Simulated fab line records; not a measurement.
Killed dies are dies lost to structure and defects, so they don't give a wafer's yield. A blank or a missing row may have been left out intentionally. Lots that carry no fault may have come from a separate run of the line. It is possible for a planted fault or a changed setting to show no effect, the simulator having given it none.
Which tool is to blame?    flow sky130    12 lots, 36 wafers sampled, at 5 steps of a route of 708

## WHAT EACH GAUGE READ, for each wafer
SKY_NWELL_RS_MEAS_31: measurement is done with a four-point probe. Usual: for PWDE_RS the level is 5276 ohm/sq and the standard deviation is 21.
lot   measured      on            PWDE_RS (ohm/sq)  flag
L712  day 5 17:31   filmMetro-02  5256 5279 5273    
L713  day 5 22:59   filmMetro-01  5267 5280 5297    
L715  day 6 08:26   filmMetro-01  5312 5295 5295    
L719  day 7 07:06   filmMetro-04  5255 5264 5284    
L721  day 7 19:16   filmMetro-01  5292 5294 5289    
L726  day 9 01:51   filmMetro-04  5239 5238 5222    
L727  day 9 11:01   filmMetro-02  5289 5295 5278    
L728  day 9 16:32   filmMetro-01  5288 5277 5259    
L729  day 10 00:42  filmMetro-01  5260 5287 5259    
L730  day 10 06:01  filmMetro-01  5316 5314 5319    
L731  day 10 08:23  filmMetro-01  5314 5294 5298    
L733  day 11 00:07  filmMetro-02  5269 5273 5259    

SKY_VT_ADJUST_HVTP_CD_MEAS_07: target cd 380 nm. Usual: cdNm 380.7 nm, standard deviation 2.1.
lot   measured      on        cdNm (nm)                            flag
L712  day 6 11:12   cdSem-02  379.7 379.7 379.8                    
L713  day 6 16:53   cdSem-01  383.1 381.0 379.3                    
L715  day 7 03:53   cdSem-02  378.6 379.6 378.8                    
L719  day 8 03:14   cdSem-01  382.0 381.0 383.7                    
L721  day 8 15:28   cdSem-02  381.6 378.4 378.8                    
L726  day 9 23:37   cdSem-01  369.6 370.9 371.9 369.5 370.5 372.5  OFF
L727  day 10 08:43  cdSem-01  370.5 370.7 367.5 370.5 370.6 367.6  OFF
L728  day 10 14:25  cdSem-02  382.3 384.0 382.3                    
L729  day 10 22:25  cdSem-02  379.6 379.2 379.4                    
L730  day 11 03:06  cdSem-01  380.6 384.3 383.8                    
L731  day 11 05:49  cdSem-02  379.2 378.3 377.8                    
L733  day 12 00:17  cdSem-01  380.5 380.8 380.4                    

SKY_VT_ADJUST_LVTN_TW_MEAS_10. Usual: for VT_ADJUST_LVTN_TW the level is 238.9 and the standard deviation is 1.6.
lot   measured      on            VT_ADJUST_LVTN_TW  flag
L712  day 7 07:29   filmMetro-03  241.4 240.9 240.3  
L713  day 7 13:50   filmMetro-03  242.0 240.6 240.3  
L715  day 8 00:55   filmMetro-01  238.8 236.8 235.8  
L719  day 9 00:08   filmMetro-02  239.1 237.9 238.6  
L721  day 9 13:17   filmMetro-02  240.7 237.2 240.4  
L726  day 10 22:07  filmMetro-02  240.2 239.6 238.4  
L727  day 11 07:38  filmMetro-01  238.8 238.2 238.4  
L728  day 11 13:45  filmMetro-01  238.5 240.0 238.6  
L729  day 11 22:50  filmMetro-03  242.0 240.7 241.1  
L730  day 12 04:01  filmMetro-01  239.0 238.8 238.8  
L731  day 12 05:56  filmMetro-03  241.2 239.5 240.2  
L733  day 13 00:54  filmMetro-03  241.8 243.0 242.6  

## WHICH TOOL RAN EACH LOT (tool, then ch and the chambers of the sampled wafers, then the start)
lot   SKY_NWELL_STRIP_25                   SKY_VT_ADJUST_HVTP_DEVELOP_06
L712  plasmaAsher-01 ch 0,1, day 5 16:58   lithoTrack-02 ch 0, day 6 11:03
L713  plasmaAsher-03 ch 0,1, day 5 22:26   lithoTrack-04 ch 0, day 6 16:44
L715  plasmaAsher-01 ch 0,1, day 6 07:53   lithoTrack-04 ch 0, day 7 03:44
L719  plasmaAsher-04 ch 0,1, day 7 06:26   lithoTrack-01 ch 0, day 8 03:06
L721  plasmaAsher-03 ch 0,1, day 7 18:43   lithoTrack-01 ch 0, day 8 15:19
L726  plasmaAsher-04 ch 0,1, day 9 01:16   lithoTrack-04 ch 0, day 9 23:28
L727  plasmaAsher-03 ch 0,1, day 9 10:26   lithoTrack-04 ch 0, day 10 08:34
L728  plasmaAsher-01 ch 0,1, day 9 15:58   lithoTrack-01 ch 0, day 10 14:16
L729  plasmaAsher-01 ch 0,1, day 10 00:07  lithoTrack-02 ch 0, day 10 22:16
L730  plasmaAsher-04 ch 0,1, day 10 05:28  lithoTrack-02 ch 0, day 11 02:57
L731  plasmaAsher-04 ch 0,1, day 10 07:50  lithoTrack-01 ch 0, day 11 05:40
L733  plasmaAsher-04 ch 0,1, day 10 23:34  lithoTrack-02 ch 0, day 12 00:09
- SKY_NWELL_STRIP_25: strips in O2/N2.
- SKY_VT_ADJUST_HVTP_DEVELOP_06: develop time 60 s.

## AS READ BY THE TOOLS THEMSELVES (means over the sampled wafers that have a number; for cases with no such wafer, the mark the record gives instead)
SKY_NWELL_STRIP_25. Usual: drypumpMotorCurrentA 5.9 A, standard deviation 0.36; oesProductAu 0.722 a.u., standard deviation 0.0046; stripTimeToEndpointS 36.93 s, standard deviation 0.11.
lot   tool            drypumpMotorCurrentA (A)  oesProductAu (a.u.)  stripTimeToEndpointS (s)  flag
L712  plasmaAsher-01  5.7                       0.721                36.96                     
L713  plasmaAsher-03  6.3                       0.720                36.94                     
L715  plasmaAsher-01  5.6                       0.722                36.76                     
L719  plasmaAsher-04  6.0                       0.728                36.93                     
L721  plasmaAsher-03  6.3                       0.724                37.00                     
L726  plasmaAsher-04  6.0                       0.722                36.98                     
L727  plasmaAsher-03  6.3                       0.721                36.99                     
L728  plasmaAsher-01  5.4                       0.723                36.93                     
L729  plasmaAsher-01  5.4                       0.719                36.75                     
L730  plasmaAsher-04  6.0                       0.723                36.86                     
L731  plasmaAsher-04  6.0                       0.723                36.95                     
L733  plasmaAsher-04  6.0                       0.725                36.88                     

SKY_VT_ADJUST_HVTP_DEVELOP_06. Usual: developerTempC 22.99 C, standard deviation 0.11.
lot   tool           developerTempC (C)  flag
L712  lithoTrack-02  23.05               
L713  lithoTrack-04  22.99               
L715  lithoTrack-04  22.84               
L719  lithoTrack-01  23.00               
L721  lithoTrack-01  23.12               
L726  lithoTrack-04  25.38               OFF
L727  lithoTrack-04  25.24               OFF
L728  lithoTrack-01  22.81               
L729  lithoTrack-02  22.97               
L730  lithoTrack-02  23.00               
L731  lithoTrack-01  23.13               
L733  lithoTrack-02  23.07               

## THE ANSWER, worked out from the rows above alone
Rule: a lot counts as off when the mean over its wafers that have a number is more than 3 standard deviations away from the usual mean. A lot without any number at a reading at which 4 lots or more have one is off too. Any other lot the step has rows for is counted as sound. After the gauges, taken in route order, come the tools' own readings; for these a lot's mean is taken, as printed above. At the first step where some lot is off, the reading lying furthest off is the one used; lots without a number count as furthest.
Off: L726, L727, at SKY_VT_ADJUST_HVTP_CD_MEAS_07 (cdNm).
A tool fits if, at a process step before that reading, it ran every lot that is off, and no sound lot after the first of them. Not tried: the gauges at SKY_VT_ADJUST_HVTP_CD_MEAS_07; whatever is off there is also off at SKY_VT_ADJUST_HVTP_DEVELOP_06, on other tools, and gauge error can't account for it. One fits: SKY_VT_ADJUST_HVTP_DEVELOP_06 on lithoTrack-04. Its last sound lot is L715 (day 7 03:44), its first lot that is off L726 (day 9 23:28): a fault that began between those two fits.
The tool's own readings at SKY_VT_ADJUST_HVTP_DEVELOP_06 bear it out: on the lots that are off they differ by more than 5 times the standard deviation of the sound lots' means. developerTempC reads 25.31 C there against 23.00 C on the sound lots.

## WHAT THE SIMULATOR HAD INSERTED
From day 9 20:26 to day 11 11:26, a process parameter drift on lithoTrack-04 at SKY_VT_ADJUST_HVTP_DEVELOP_06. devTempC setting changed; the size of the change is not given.
Struck lots among those shown: L726, L727. Same finding as the rule above.
